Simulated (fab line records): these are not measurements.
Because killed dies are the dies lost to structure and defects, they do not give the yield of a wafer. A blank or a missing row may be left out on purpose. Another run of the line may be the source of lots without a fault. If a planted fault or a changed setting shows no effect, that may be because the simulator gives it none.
2 desks looking at one fault + flow sky130 + every desk sees just its own numbers, and what lay behind them comes last

THE TOOL OWNER'S DESK: plasma_asher-04
The tool's own readings at SKY_SD_N_STRIP_11 (strips in O2/N2): means of the sampled wafers that have a number, for each lot that ran on this tool. A lot is out of limits, marked OUT, if its mean lies more than 4 standard deviations from the usual mean; the brackets give that distance.
Columns: A = chamber_pressure_mTorr at SKY_SD_N_STRIP_11, usual 1499.9 mTorr; B = drypump_motor_current_A at SKY_SD_N_STRIP_11, usual 5.6 A; C = oes_product_au at SKY_SD_N_STRIP_11, usual 0.527 a.u.; D = strip_time_to_endpoint_s at SKY_SD_N_STRIP_11, usual 22.56 s
| lot  | first seen here | A      | B   | C     | D     |
|------|-----------------|--------|-----|-------|-------|
| L353 | day 28 18:17    | 1500.5 | 5.7 | 0.531 | 22.54 |
| L359 | day 30 16:05    | 1499.9 | 5.6 | 0.529 | 22.54 |
| L368 | day 33 03:32    | 1499.2 | 5.6 | 0.519 | 22.55 |
| L370 | day 33 18:13    | 1501.4 | 5.7 | 0.525 | 22.57 |
This desk's finding: nothing out of limits on any of the 4 lots.

AT THE METROLOGY DESK
What the gauges read for every lot (on any tool): the sampled wafers with a number, averaged. A lot is out of limits, marked OUT, if its mean lies more than 4 standard deviations from the usual mean; the brackets give that distance.
Columns: A = cd_nm at SKY_POLY_CUT_CD_MEAS_08, usual 270.1 nm
| lot  | first seen here | A     |
|------|-----------------|-------|
| L352 | day 24 22:35    | 269.3 |
| L353 | day 25 00:28    | 270.9 |
| L354 | day 25 11:30    | 269.1 |
| L359 | day 27 02:53    | 272.4 |
| L361 | day 28 02:05    | 270.8 |
| L363 | day 28 12:38    | 268.9 |
| L364 | day 28 14:11    | 269.1 |
| L365 | day 28 16:26    | 268.2 |
| L366 | day 29 03:25    | 269.7 |
| L368 | day 29 17:33    | 271.3 |
| L370 | day 30 07:47    | 271.7 |
| L371 | day 30 13:11    | 271.1 |
| L373 | day 31 11:40    | 267.9 |
| L374 | day 31 11:41    | 268.9 |
This desk's finding: nothing out of limits on any of the 14 lots.

ALL TOGETHER
Nothing out of limits was seen by the tool owner's desk.
The metrology desk saw nothing out of limits.

WHAT THE SIMULATOR HAD PUT IN
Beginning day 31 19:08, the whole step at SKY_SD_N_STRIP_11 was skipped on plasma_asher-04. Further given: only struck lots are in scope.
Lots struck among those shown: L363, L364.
